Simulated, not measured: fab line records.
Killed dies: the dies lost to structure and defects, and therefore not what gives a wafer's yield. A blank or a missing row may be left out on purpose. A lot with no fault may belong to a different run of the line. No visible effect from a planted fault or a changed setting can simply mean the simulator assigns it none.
A struck lot beside a sound one | flow gf180mcu | 17 steps out of a route of 602
Sound: the wafers L556.2, L556.5, L556.6. The struck wafers were L565.4, L565.5, L565.6. The cause is named last.
Order at every step that has rows: each side's tool, ch and its chambers, its first start. Under that, the readings that differ: sound wafers | struck wafers | difference of the means | sigmas: that difference in standard deviations of wafers without a fault.
alike: a reading whose means differ by less than 2 such deviations, as well as words and numbers matching on both sides. not compared: withheld readings; readings where some wafer has no value; bounds like >300 that might hide an equal value; numbers whose values overlap and for which the record gives no deviation.
Wherever a step has rows on one side only, a row that says differs or no value, or a row with sigmas, the two part there. When numbers do not overlap yet have no deviation, they are printed without sigmas and do not part them. A reading that every wafer of one side lacks parts them only if that side has two wafers or more.

first, 2 steps without rows for these wafers: GF_DNWELL_DEVELOP_06 (develop time 60 s); GF_DNWELL_IMPLANT_07.
GF_DNWELL_STRIP_08: strips in O2/N2.
  sound on plasma asher-03 ch 0,1, day 3 06:07; struck on plasma asher-03 ch 0,1, day 5 04:45
  alike: drypump motor current A, heater power w, oes product au, strip time to endpoint s
  not compared: rf hours counter h
GF_DNWELL_TW_MEAS_09:
  sound: film metro-03 at day 3 06:14; struck: film metro-03 at day 5 04:51
  alike: DNWELL_TW
then, 7 steps without rows for these wafers: GF_NWELL_DEHYDRATE_00 (time 60 s); GF_NWELL_HMDS_01 (prime time 60 s); GF_NWELL_COAT_02 (resist thk 3000 nm); GF_NWELL_SOFTBAKE_03; GF_NWELL_EXPOSE_04 (exposes mask Nwell, target cd 860 nm); GF_NWELL_PEB_05; GF_NWELL_DEVELOP_06 (develop time 60 s).
GF_NWELL_OVL_MEAS_07:
  sound: overlay-02 at day 3 19:17; struck: overlay-01 at day 5 19:38
  alike: NWELL_OVL
GF_NWELL_IMPLANT_08:
  sound on implanter-01 ch 0, day 3 19:20; struck on implanter-04 ch 0, day 5 19:43
  reading            | sound                            | struck                           | difference  | sigmas
  beam on s (s)      | 9.83 9.94 9.59                   | 48.34 46.72 50.09                | +38.60      | +99 or more
  dose ions cm2      | 1.4978e+13 1.5009e+13 1.5009e+13 | 1.1301e+14 1.1301e+14 1.1302e+14 | +9.8015e+13 | +99 or more
  faraday current uA | 85.6 85.2 88.1                   | 131.8 136.4 126.7                | +45.3       | +27
next, for these wafers, 1 step has no rows: GF_NWELL_IMPLANT_09.
GF_NWELL_STRIP_10: strips in O2/N2.
  sound on plasma asher-01 ch 0,1, day 3 19:37; struck on plasma asher-03 ch 0,1, day 5 19:59
  alike: drypump motor current A, heater power w, oes product au, strip time to endpoint s
  not compared: rf hours counter h
GF_NWELL_TW_MEAS_11:
  sound: film metro-01 at day 3 19:43; struck: film metro-04 at day 5 20:19
  reading  | sound          | struck         | difference | sigmas
  NWELL_TW | 1600 1602 1604 | 2885 2869 2882 | +1277      | +61
  not compared: hold
next, for these wafers, 1 step has no rows: GF_PASSIVATION_PROBE_99.

WHERE THEY PART
Earliest at GF_NWELL_IMPLANT_08; latest, in this record, at GF_NWELL_TW_MEAS_11.

WHY: what the simulator had put in
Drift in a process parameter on implanter-04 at GF_NWELL_IMPLANT_08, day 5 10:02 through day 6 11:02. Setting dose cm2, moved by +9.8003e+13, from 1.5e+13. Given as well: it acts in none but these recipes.
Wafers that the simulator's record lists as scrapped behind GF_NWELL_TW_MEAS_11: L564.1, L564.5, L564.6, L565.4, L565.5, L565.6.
